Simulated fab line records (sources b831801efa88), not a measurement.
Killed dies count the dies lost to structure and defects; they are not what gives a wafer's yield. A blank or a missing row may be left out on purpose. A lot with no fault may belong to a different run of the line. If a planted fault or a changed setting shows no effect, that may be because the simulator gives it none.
Comparing a struck lot with a sound one ; flow sky130 ; 15 out of 708 route steps
Sound: these wafers, L946.1, L946.2, L946.3. Wafers L938.2, L938.3, L938.6 were the ones struck. Last of all comes the cause.
Per side, at each step with rows, come the tool, then ch with its chambers, and then its first start. Under that, the readings that differ: sound wafers ; struck wafers ; difference of the means ; sigmas: that difference in standard deviations of wafers without a fault.
alike: words and numbers the same on both sides, and readings whose means are apart by under 2 such deviations; not compared: readings that were withheld, readings missing a value for some wafer, numbers with overlapping values and no deviation given by the record, and bounds like >300 which may hide the same value.
The two part at a step that has a row with sigmas, a row that says differs or no value, or rows on one side only. Numbers that have no deviation but don't overlap get no sigmas and don't part them. A reading that every wafer of one side lacks parts them only if that side has two wafers or more.

SKY_FIELD_ISO_BOW_MEAS_00:
  sound on film-metro-01 at day 4 13:00; struck on film-metro-03 at day 2 21:01
  alike: INCOMING_BOW
then, 1 step without rows for these wafers: SKY_FIELD_ISO_OXIDATION_01 (stabilise 600 s, purge 300 s, target thk 12 nm).
SKY_FIELD_ISO_THK_MEAS_02:
  sound on film-metro-01 at day 4 16:39; struck on film-metro-01 at day 2 23:31
reading;sound;struck;difference;sigmas
FIELD_ISO_OXIDATION_00_THK (nm);12.61 12.27 12.58;12.05 11.99 12.03;-0.46;-2
then, 1 step without rows for these wafers: SKY_FIELD_ISO_CVD_03 (deposits Si3N4 from DCS/NH3, target thk 165 nm, time 2830 s).
SKY_FIELD_ISO_THK_MEAS_04:
  sound on film-metro-04 at day 4 18:30; struck on film-metro-04 at day 3 01:21
  alike: FIELD_ISO_CVD_03_THK
then, 7 steps without rows for these wafers: SKY_FIELD_ISO_DEHYDRATE_05 (time 60 s); SKY_FIELD_ISO_HMDS_06 (prime time 60 s); SKY_FIELD_ISO_COAT_07 (resist thk 60 nm); SKY_FIELD_ISO_COAT_08 (resist thk 450 nm); SKY_FIELD_ISO_SOFTBAKE_09 (time 90 s); SKY_FIELD_ISO_EXPOSE_10 (exposes mask FOM, target cd 150 nm); SKY_FIELD_ISO_PEB_11.
SKY_FIELD_ISO_DEVELOP_12: develop time 60 s.
  sound on litho-track-03 ch 0, day 5 11:00; struck on litho-track-04 ch 0, day 3 17:00
reading;sound;struck;difference;sigmas
developer-temp-C (C);21.21 20.96 21.01;20.23 20.24 20.32;-0.80;-7
SKY_FIELD_ISO_CD_MEAS_13: target cd 150 nm.
  sound on cd-sem-01 at day 5 11:29; struck on cd-sem-01 at day 3 17:26
reading;sound;struck;difference;sigmas
cd-nm (nm);149.6 150.6 150.6;147.2 147.1 147.4;-3.0;-2
-- record jumps: 44 days separate the struck wafers' starts on either side; left off in module FIELD_ISO, taken up again in module PAD_OPEN, whose first shown step is the route's number 708 --
SKY_PAD_OPEN_PROBE_99:
  sound on prober-02 at day 49 13:33; struck on prober-02 at day 47 13:07
  alike: killed_at_M0_to_M3, killed_at_M4_up, killed-at-contacts, killed-at-front-end, killed-at-other, killed-dies, killed-open, killed-short

== WHERE THEY PART ==
At SKY_FIELD_ISO_THK_MEAS_02 first; at SKY_FIELD_ISO_CD_MEAS_13 last (within this record only). Later steps at which nothing parts them and some readings are alike: SKY_PAD_OPEN_PROBE_99.

WHY: what the simulator had put in
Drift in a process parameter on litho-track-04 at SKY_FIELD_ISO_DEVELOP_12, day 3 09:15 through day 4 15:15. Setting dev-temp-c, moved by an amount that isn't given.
